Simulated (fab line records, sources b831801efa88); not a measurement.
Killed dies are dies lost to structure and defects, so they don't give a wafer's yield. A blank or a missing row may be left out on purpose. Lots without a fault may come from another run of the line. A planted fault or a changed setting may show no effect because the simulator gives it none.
Which tool did it? | flow sky130 | 12 lots, 36 wafers sampled, at 4 steps of a route of 708

WHAT THE GAUGES READ, wafer by wafer
SKY_LOCAL_INTERCONNECT_THK_MEAS_02: measures by xrf.
lot  | measured     | on            | LOCAL_INTERCONNECT_TIN_THK (nm)
L638 | day 29 18:45 | film_metro-04 | 98.4 99.8 99.9
L637 | day 29 23:49 | film_metro-03 | 97.8 100.6 98.7
L639 | day 30 05:01 | film_metro-03 | 101.1 101.7 101.3
L640 | day 30 08:16 | film_metro-04 | 100.8 98.7 99.7
L643 | day 31 16:41 | film_metro-04 | 102.3 101.1 102.8
L644 | day 32 00:19 | film_metro-03 | 102.7 102.1 102.3
L645 | day 32 12:30 | film_metro-03 | 100.3 102.9 99.7
L651 | day 34 11:45 | film_metro-03 | 101.3 101.0 102.7
L652 | day 34 15:04 | film_metro-04 | 99.9 100.3 98.9
L653 | day 34 17:03 | film_metro-01 | 102.3 102.6 103.1
L654 | day 35 02:53 | film_metro-04 | 99.9 99.1 98.5
L656 | day 35 20:48 | film_metro-03 | 101.4 102.3 99.8

SKY_CONTACT_CD_MEAS_14: target cd 170 nm.
lot  | measured     | on        | cd_nm (nm)
L638 | day 32 00:45 | cd_sem-01 | 171.8 171.9 170.1
L637 | day 32 06:31 | cd_sem-02 | 168.6 168.5 168.9
L639 | day 32 10:46 | cd_sem-02 | 168.4 168.1 169.6
L640 | day 32 14:18 | cd_sem-01 | 171.3 169.9 170.1
L643 | day 33 23:19 | cd_sem-01 | 172.3 171.5 170.3
L644 | day 34 06:32 | cd_sem-02 | 169.7 170.8 170.6
L645 | day 34 18:04 | cd_sem-02 | 170.9 170.4 170.8
L651 | day 36 18:38 | cd_sem-02 | 153.7 131.9 135.4
L652 | day 36 21:55 | cd_sem-02 | 162.0 156.1 149.6
L653 | day 37 00:26 | cd_sem-02 | 171.1 171.0 169.3
L654 | day 37 10:11 | cd_sem-02 | 169.1 170.0 169.0
L656 | day 38 05:11 | cd_sem-02 | 168.3 166.8 167.2

WHICH TOOL RAN EACH LOT (tool, then ch and the chambers of the sampled wafers, then the start)
lot  | SKY_LOCAL_INTERCONNECT_ETCH_13    | SKY_CONTACT_EXPOSE_11
L638 | rie_metal-02 ch 0,1, day 30 20:54 | krf_scanner-02 ch 0, day 31 10:58
L637 | rie_metal-03 ch 1, day 31 02:02   | krf_scanner-02 ch 0, day 31 16:54
L639 | rie_metal-01 ch 0,1, day 31 06:54 | krf_scanner-01 ch 0, day 31 22:12
L640 | rie_metal-03 ch 1, day 31 09:57   | krf_scanner-02 ch 0, day 32 01:38
L643 | rie_metal-02 ch 0,1, day 32 19:05 | krf_scanner-01 ch 0, day 33 10:32
L644 | rie_metal-02 ch 0,1, day 33 02:51 | krf_scanner-01 ch 0, day 33 17:05
L645 | rie_metal-01 ch 0, day 33 14:41   | krf_scanner-01 ch 0, day 34 05:22
L651 | rie_metal-02 ch 0,1, day 35 14:35 | krf_scanner-02 ch 0, day 36 04:50
L652 | rie_metal-01 ch 1, day 35 17:45   | krf_scanner-02 ch 0, day 36 08:16
L653 | rie_metal-03 ch 0,1, day 35 19:50 | krf_scanner-01 ch 0, day 36 10:41
L654 | rie_metal-01 ch 0, day 36 05:55   | krf_scanner-01 ch 0, day 36 21:15
L656 | rie_metal-01 ch 0,1, day 37 00:00 | krf_scanner-01 ch 0, day 37 15:16
- SKY_LOCAL_INTERCONNECT_ETCH_13: etches BARC in N2/H2, stops on SiO2, time 45.9 s, target depth 60 nm.
- SKY_CONTACT_EXPOSE_11: exposes mask CTM1, target cd 170 nm.

WHAT THE TOOLS THEMSELVES READ (means of the sampled wafers that have a number; where no wafer has one, the mark that the record gives instead)
SKY_LOCAL_INTERCONNECT_ETCH_13.
lot  | tool         | drypump_motor_current_A (A) | h2_flow_sccm (sccm) | n2_flow_sccm (sccm) | oes_product_au (a.u.) | throttle_valve_pct (%)
L638 | rie_metal-02 | 5.3                         | 199.8               | 99.84               | 0.860                 | 13.230
L637 | rie_metal-03 | 6.3                         | 200.3               | 100.00              | 0.853                 | 13.225
L639 | rie_metal-01 | 5.8                         | 200.2               | 100.03              | 0.857                 | 13.228
L640 | rie_metal-03 | 6.3                         | 200.6               | 99.84               | 0.854                 | 13.227
L643 | rie_metal-02 | 5.3                         | 199.2               | 100.26              | 0.856                 | 13.220
L644 | rie_metal-02 | 5.4                         | 200.2               | 100.23              | 0.853                 | 13.222
L645 | rie_metal-01 | 6.0                         | 199.7               | 100.09              | 0.855                 | 13.217
L651 | rie_metal-02 | 5.3                         | 199.7               | 100.29              | 0.859                 | 13.238
L652 | rie_metal-01 | 5.5                         | 200.1               | 100.11              | 0.856                 | 13.221
L653 | rie_metal-03 | 5.9                         | 199.6               | 100.05              | 0.856                 | 13.215
L654 | rie_metal-01 | 6.0                         | 199.4               | 100.00              | 0.855                 | 13.227
L656 | rie_metal-01 | 5.7                         | 200.3               | 100.10              | 0.852                 | 13.228

THE ANSWER, worked out from the rows above alone
Rule: what is usual is taken from the lots themselves. Put in order of their means at a reading, lots are off if they are a third of the lots or fewer, leave a main group of 4 or more, and stand apart from it by a gap of 3 or more times the standard deviation of the main group's means; of several such gaps the widest counts. A main group whose means are all the same, to the digits that the tables above print for the reading, isn't used. A lot without any number at a reading at which 4 lots or more have one is off too. The other lots that the step has rows for count as sound. The gauges are gone through in route order, then the tools' own readings, and for those a lot's mean is taken as printed above. The first step at which some lot is off is used, and at that step the reading that is off furthest; a lot without a number counts as furthest.
Off: L651, L652, at SKY_CONTACT_CD_MEAS_14 (cd_nm). The main group: mean 169.9 nm, standard deviation 1.2.
A tool fits if, at a process step before that reading, it ran every lot that is off, and no sound lot after the first of them. The gauges at SKY_CONTACT_CD_MEAS_14 are tried like those tools. One fits: krf_scanner-02 at SKY_CONTACT_EXPOSE_11. Its last sound lot is L640 (day 32 01:38), its first lot that is off L651 (day 36 04:50): a fault that began between those two fits.

WHAT THE SIMULATOR HAD PUT IN
Process parameter drift: krf_scanner-02, from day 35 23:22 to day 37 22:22, at SKY_CONTACT_EXPOSE_11. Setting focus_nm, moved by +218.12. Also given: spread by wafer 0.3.
Lots struck among those shown: L651, L652. The rule above found the same.
